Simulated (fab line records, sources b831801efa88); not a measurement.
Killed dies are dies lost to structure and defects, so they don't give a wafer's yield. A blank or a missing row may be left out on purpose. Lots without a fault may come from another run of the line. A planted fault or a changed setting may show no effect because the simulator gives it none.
Which tool did it? | flow gf180mcu | 24 lots, 72 wafers sampled, at 6 steps of a route of 602

WHAT THE GAUGES READ, wafer by wafer
GF_V3_THK_MEAS_25: measures by xrf.
lot  | measured     | on            | V3_W_THK (nm)
L074 | day 22 04:56 | film_metro-01 | 323 331 329
L075 | day 22 19:32 | film_metro-03 | 329 331 337
L076 | day 23 02:40 | film_metro-01 | 325 332 329
L077 | day 23 09:32 | film_metro-02 | 323 341 332
L078 | day 23 13:50 | film_metro-01 | 330 329 317
L079 | day 24 08:36 | film_metro-01 | 326 327 331
L080 | day 24 11:32 | film_metro-01 | 333 330 328
L081 | day 24 20:35 | film_metro-02 | 343 335 336
L082 | day 25 06:35 | film_metro-01 | 331 320 330
L083 | day 25 15:05 | film_metro-03 | 336 336 326
L084 | day 25 23:44 | film_metro-01 | 330 329 336
L085 | day 26 09:29 | film_metro-01 | 336 331 328
L086 | day 26 12:22 | film_metro-01 | 333 329 322
L087 | day 27 04:24 | film_metro-01 | 332 334 325
L088 | day 27 11:44 | film_metro-01 | 325 326 337
L089 | day 27 17:28 | film_metro-02 | 333 331 341
L090 | day 27 21:10 | film_metro-02 | 337 331 330
L091 | day 28 06:55 | film_metro-02 | 336 340 340
L092 | day 28 16:02 | film_metro-02 | 341 338 336
L093 | day 28 21:08 | film_metro-01 | 337 323 327
L094 | day 29 06:20 | film_metro-01 | 330 329 330
L095 | day 29 07:49 | film_metro-02 | 337 341 341
L096 | day 29 10:27 | film_metro-02 | 340 336 338
L097 | day 29 16:29 | film_metro-03 | 338 340 345

GF_V4_RS_MEAS_24: measures by four-point-probe.
lot  | measured     | on            | V4_W_RS (ohm/sq)
L074 | day 24 06:28 | film_metro-04 | 0.322 0.328 0.323
L075 | day 24 19:45 | film_metro-04 | 0.329 0.330 0.328
L076 | day 25 03:18 | film_metro-02 | 0.328 0.327 0.325
L077 | day 25 08:42 | film_metro-02 | 0.333 0.335 0.327
L078 | day 25 12:45 | film_metro-03 | 0.331 0.325 0.325
L079 | day 26 05:54 | film_metro-03 | 0.328 0.322 0.326
L080 | day 26 10:01 | film_metro-02 | 0.324 0.330 0.324
L081 | day 26 17:58 | film_metro-04 | 0.335 0.325 0.335
L082 | day 27 04:12 | film_metro-02 | 0.325 0.323 0.330
L083 | day 27 13:16 | film_metro-04 | 0.323 0.321 0.321
L084 | day 27 19:41 | film_metro-04 | 0.322 0.330 0.333
L085 | day 28 04:40 | film_metro-03 | 0.321 0.324 0.326
L086 | day 28 08:42 | film_metro-04 | 0.325 0.325 0.327
L087 | day 28 22:46 | film_metro-02 | 0.329 0.327 0.321
L088 | day 29 05:48 | film_metro-03 | 0.329 0.329 0.332
L089 | day 29 10:56 | film_metro-03 | 0.322 0.330 0.323
L090 | day 29 14:55 | film_metro-04 | 0.328 0.330 0.327
L091 | day 30 00:20 | film_metro-03 | 0.326 0.318 0.326
L092 | day 30 09:09 | film_metro-03 | 0.323 0.325 0.325
L093 | day 30 13:35 | film_metro-03 | 0.326 0.329 0.327
L094 | day 30 22:53 | film_metro-02 | 0.330 0.321 0.324
L095 | day 30 23:46 | film_metro-03 | 0.329 0.330 0.333
L096 | day 31 02:16 | film_metro-04 | 0.326 0.324 0.328
L097 | day 31 07:06 | film_metro-02 | 0.323 0.319 0.328

WHICH TOOL RAN EACH LOT (tool, then ch and the chambers of the sampled wafers, then the start)
lot  | GF_M2_STRIP_17                       | GF_V2_ETCH_17                                 | GF_V3_ETCH_16                      | GF_M4_SPUTTER_03
L074 | plasma_asher-01 ch 0,1, day 18 23:17 | rie_diel-02 ch 0,1,3, day 22 03:46 or earlier | rie_diel-04 ch 2,3, day 22 03:46   | pvd_sputter-02, day 22 05:37
L075 | plasma_asher-03 ch 0,1, day 19 14:13 | rie_diel-02 ch 0,2,3, day 22 18:31 or earlier | rie_diel-01 ch 0,1, day 22 18:31   | pvd_sputter-02, day 22 20:02
L076 | plasma_asher-04 ch 0,1, day 19 22:28 | rie_diel-01 ch 0,3, day 23 01:40 or earlier   | rie_diel-04 ch 0,2, day 23 01:40   | pvd_sputter-04, day 23 03:11
L077 | plasma_asher-04 ch 0,1, day 20 04:58 | rie_diel-02 ch 0,2, day 23 08:33 or earlier   | rie_diel-02 ch 0,1,2, day 23 08:33 | pvd_sputter-04, day 23 10:04
L078 | plasma_asher-03 ch 0, day 20 09:34   | rie_diel-01 ch 2,3, day 23 12:49 or earlier   | rie_diel-02 ch 1,2, day 23 12:49   | pvd_sputter-04, day 23 14:20
L079 | plasma_asher-03 ch 0,1, day 21 06:47 | rie_diel-01 ch 0,2,3, day 24 07:28 or earlier | rie_diel-02 ch 0,1,3, day 24 07:28 | pvd_sputter-04, day 24 09:07
L080 | plasma_asher-04 ch 0,1, day 21 09:04 | rie_diel-01 ch 0,1,3, day 24 10:25 or earlier | rie_diel-01 ch 0,2,3, day 24 10:25 | pvd_sputter-02, day 24 12:04
L081 | plasma_asher-04 ch 0,1, day 21 18:01 | rie_diel-02 ch 1,2,3, day 24 19:36 or earlier | rie_diel-02 ch 0,2, day 24 19:36   | pvd_sputter-02, day 24 21:07
L082 | plasma_asher-01 ch 0,1, day 22 04:43 | rie_diel-02 ch 1,2,3, day 25 05:36 or earlier | rie_diel-04 ch 1,3, day 25 05:36   | pvd_sputter-04, day 25 07:23
L083 | plasma_asher-04 ch 0,1, day 22 14:57 | rie_diel-02 ch 1,2, day 25 14:05 or earlier   | rie_diel-04 ch 0,1, day 25 14:05   | pvd_sputter-01, day 25 17:06
L084 | plasma_asher-01 ch 0, day 22 23:59   | rie_diel-02 ch 0,3, day 25 22:43 or earlier   | rie_diel-02 ch 0,2,3, day 25 22:43 | pvd_sputter-02, day 26 00:14
L085 | plasma_asher-01 ch 0, day 23 10:31   | rie_diel-03 ch 1,2, day 26 08:29 or earlier   | rie_diel-02 ch 0,2, day 26 08:29   | pvd_sputter-01, day 26 10:01
L086 | plasma_asher-01 ch 0,1, day 23 13:58 | rie_diel-02 ch 1,2,3, day 26 11:17 or earlier | rie_diel-01 ch 0,2,3, day 26 11:17 | pvd_sputter-02, day 26 12:53
L087 | plasma_asher-03 ch 1, day 24 07:01   | rie_diel-02 ch 0,1,3, day 27 03:17 or earlier | rie_diel-04 ch 0,3, day 27 03:17   | pvd_sputter-04, day 27 05:07
L088 | plasma_asher-03 ch 0,1, day 24 14:44 | rie_diel-02 ch 0,1,2, day 27 10:38 or earlier | rie_diel-04 ch 0,2,3, day 27 10:38 | pvd_sputter-04, day 27 12:15
L089 | plasma_asher-04 ch 0,1, day 24 20:04 | rie_diel-01 ch 0,2,3, day 27 16:20 or earlier | rie_diel-02 ch 0,1,2, day 27 16:20 | pvd_sputter-02, day 27 17:58
L090 | plasma_asher-01 ch 0,1, day 25 02:18 | rie_diel-03 ch 0,2,3, day 27 19:59 or earlier | rie_diel-01 ch 0,2, day 27 19:59   | pvd_sputter-01, day 27 21:41
L091 | plasma_asher-04 ch 0,1, day 25 10:57 | rie_diel-01 ch 2,3, day 28 05:20 or earlier   | rie_diel-01 ch 0, day 28 05:20     | pvd_sputter-01, day 28 07:25
L092 | plasma_asher-01 ch 0,1, day 25 23:11 | rie_diel-02 ch 0,1,3, day 28 15:02 or earlier | rie_diel-02 ch 0,1,2, day 28 15:02 | pvd_sputter-01, day 28 16:33
L093 | plasma_asher-01 ch 0,1, day 26 02:55 | rie_diel-01 ch 0,1,2, day 28 20:08 or earlier | rie_diel-02 ch 0,1,3, day 28 20:08 | pvd_sputter-04, day 28 21:40
L094 | plasma_asher-01 ch 0,1, day 26 11:52 | rie_diel-02 ch 0,2,3, day 29 05:20 or earlier | rie_diel-01 ch 0,1,3, day 29 05:20 | pvd_sputter-02, day 29 06:52
L095 | plasma_asher-01 ch 0,1, day 26 15:51 | rie_diel-01 ch 2,3, day 29 06:47 or earlier   | rie_diel-04 ch 0,1, day 29 06:47   | pvd_sputter-01, day 29 08:19
L096 | plasma_asher-01 ch 0,1, day 26 18:06 | rie_diel-01 ch 0,2, day 29 09:25 or earlier   | rie_diel-04 ch 0,1, day 29 09:25   | pvd_sputter-04, day 29 10:56
L097 | plasma_asher-01 ch 0,1, day 27 01:25 | rie_diel-02 ch 0,1,2, day 29 15:29 or earlier | rie_diel-04 ch 0,1, day 29 15:29   | pvd_sputter-02, day 29 17:01
- GF_M2_STRIP_17: strips in O2/N2.
- GF_V2_ETCH_17: etches SiO2 in C4F8/O2/Ar, stops on TiN, target depth 630 nm.
- GF_V3_ETCH_16: etches BARC in N2/H2.
- GF_M4_SPUTTER_03: material Ti, target thk 10 nm, time 6.7 s.

WHAT THE TOOLS THEMSELVES READ (means of the sampled wafers that have a number; where no wafer has one, the mark that the record gives instead)
GF_M2_STRIP_17.
lot  | tool            | drypump_motor_current_A (A) | heater_power_w (W) | oes_product_au (a.u.) | strip_time_to_endpoint_s (s)
L074 | plasma_asher-01 | 5.2                         | 358                | 0.555                 | 7.90
L075 | plasma_asher-03 | 5.8                         | 330                | 0.561                 | 7.84
L076 | plasma_asher-04 | 6.3                         | 312                | 0.557                 | 7.82
L077 | plasma_asher-04 | 6.3                         | 314                | 0.556                 | 7.89
L078 | plasma_asher-03 | 5.1                         | 289                | 0.564                 | 7.95
L079 | plasma_asher-03 | 5.5                         | 309                | 0.551                 | 7.81
L080 | plasma_asher-04 | 5.8                         | 329                | 0.556                 | 7.74
L081 | plasma_asher-04 | 6.3                         | 310                | 0.551                 | 7.87
L082 | plasma_asher-01 | 5.5                         | 341                | 0.559                 | 7.90
L083 | plasma_asher-04 | 5.8                         | 331                | 0.554                 | 7.80
L084 | plasma_asher-01 | 4.9                         | 366                | 0.557                 | 7.82
L085 | plasma_asher-01 | 4.9                         | 365                | 0.557                 | 7.85
L086 | plasma_asher-01 | 5.2                         | 351                | 0.556                 | 7.93
L087 | plasma_asher-03 | 6.2                         | 349                | 0.559                 | 7.84
L088 | plasma_asher-03 | 5.8                         | 333                | 0.559                 | 7.86
L089 | plasma_asher-04 | 6.3                         | 314                | 0.551                 | 7.83
L090 | plasma_asher-01 | 5.5                         | 340                | 0.560                 | 7.90
L091 | plasma_asher-04 | 6.3                         | 312                | 0.556                 | 7.87
L092 | plasma_asher-01 | 5.5                         | 344                | 0.552                 | 7.82
L093 | plasma_asher-01 | 5.5                         | 339                | 0.557                 | 7.79
L094 | plasma_asher-01 | 5.5                         | 344                | 0.561                 | 7.86
L095 | plasma_asher-01 | 5.5                         | 346                | 0.559                 | 7.96
L096 | plasma_asher-01 | 5.2                         | 350                | 0.552                 | 7.82
L097 | plasma_asher-01 | 5.2                         | 357                | 0.557                 | 7.87

GF_V2_ETCH_17.
lot  | tool        | oes_product_au (a.u.)
L074 | rie_diel-02 | 0.855
L075 | rie_diel-02 | 0.858
L076 | rie_diel-01 | 0.856
L077 | rie_diel-02 | 0.854
L078 | rie_diel-01 | 0.859
L079 | rie_diel-01 | 0.859
L080 | rie_diel-01 | 0.857
L081 | rie_diel-02 | 0.856
L082 | rie_diel-02 | 0.855
L083 | rie_diel-02 | 0.859
L084 | rie_diel-02 | 0.857
L085 | rie_diel-03 | 0.851
L086 | rie_diel-02 | 0.858
L087 | rie_diel-02 | 0.857
L088 | rie_diel-02 | 0.856
L089 | rie_diel-01 | 0.856
L090 | rie_diel-03 | 0.860
L091 | rie_diel-01 | 0.856
L092 | rie_diel-02 | 0.859
L093 | rie_diel-01 | 0.854
L094 | rie_diel-02 | 0.857
L095 | rie_diel-01 | 0.856
L096 | rie_diel-01 | 0.857
L097 | rie_diel-02 | 0.856

GF_V3_ETCH_16.
lot  | tool        | drypump_motor_current_A (A) | oes_product_au (a.u.) | throttle_valve_pct (%)
L074 | rie_diel-04 | 5.5                         | 0.860                 | 13.231
L075 | rie_diel-01 | 5.3                         | 0.852                 | 13.222
L076 | rie_diel-04 | 6.4                         | 0.858                 | 13.218
L077 | rie_diel-02 | 5.4                         | 0.855                 | 13.224
L078 | rie_diel-02 | 5.2                         | 0.854                 | 13.231
L079 | rie_diel-02 | 5.4                         | 0.856                 | 13.225
L080 | rie_diel-01 | 5.9                         | 0.853                 | 13.227
L081 | rie_diel-02 | 5.5                         | 0.861                 | 13.221
L082 | rie_diel-04 | 5.5                         | 0.853                 | 13.228
L083 | rie_diel-04 | 5.9                         | 0.858                 | 13.220
L084 | rie_diel-02 | 5.7                         | 0.856                 | 13.225
L085 | rie_diel-02 | 5.6                         | 0.855                 | 13.228
L086 | rie_diel-01 | 5.9                         | 0.858                 | 13.221
L087 | rie_diel-04 | 5.9                         | 0.852                 | 13.224
L088 | rie_diel-04 | 5.9                         | 0.853                 | 13.226
L089 | rie_diel-02 | 5.4                         | 0.855                 | 13.227
L090 | rie_diel-01 | 5.8                         | 0.857                 | 13.224
L091 | rie_diel-01 | 4.9                         | 0.857                 | 13.213
L092 | rie_diel-02 | 5.4                         | 0.856                 | 13.224
L093 | rie_diel-02 | 5.4                         | 0.854                 | 13.227
L094 | rie_diel-01 | 5.8                         | 0.856                 | 13.218
L095 | rie_diel-04 | 6.3                         | 0.853                 | 13.216
L096 | rie_diel-04 | 5.9                         | 0.855                 | 13.222
L097 | rie_diel-04 | 6.3                         | 0.858                 | 13.223

GF_M4_SPUTTER_03.
lot  | tool           | throttle_valve_pct (%)
L074 | pvd_sputter-02 | 29.7
L075 | pvd_sputter-02 | 29.9
L076 | pvd_sputter-04 | 30.0
L077 | pvd_sputter-04 | 30.3
L078 | pvd_sputter-04 | 30.9
L079 | pvd_sputter-04 | 30.5
L080 | pvd_sputter-02 | 29.6
L081 | pvd_sputter-02 | 29.7
L082 | pvd_sputter-04 | 29.7
L083 | pvd_sputter-01 | 31.7
L084 | pvd_sputter-02 | 29.6
L085 | pvd_sputter-01 | 30.4
L086 | pvd_sputter-02 | 29.7
L087 | pvd_sputter-04 | 30.6
L088 | pvd_sputter-04 | 30.0
L089 | pvd_sputter-02 | 30.0
L090 | pvd_sputter-01 | 30.6
L091 | pvd_sputter-01 | 31.5
L092 | pvd_sputter-01 | 31.2
L093 | pvd_sputter-04 | 30.0
L094 | pvd_sputter-02 | 29.7
L095 | pvd_sputter-01 | 30.5
L096 | pvd_sputter-04 | 30.1
L097 | pvd_sputter-02 | 30.1

THE ANSWER, worked out from the rows above alone
Rule: what is usual is taken from the lots themselves. Put in order of their means at a reading, lots are off if they are a third of the lots or fewer, leave a main group of 4 or more, and stand apart from it by a gap of 3 or more times the standard deviation of the main group's means; of several such gaps the widest counts. A main group whose means are all the same, to the digits that the tables above print for the reading, isn't used. A lot without any number at a reading at which 4 lots or more have one is off too. The other lots that the step has rows for count as sound. The gauges are gone through in route order, then the tools' own readings, and for those a lot's mean is taken as printed above. The first step at which some lot is off is used, and at that step the reading that is off furthest; a lot without a number counts as furthest.
No lot is off at any reading shown: from this, nothing can be told.

WHAT THE SIMULATOR HAD PUT IN
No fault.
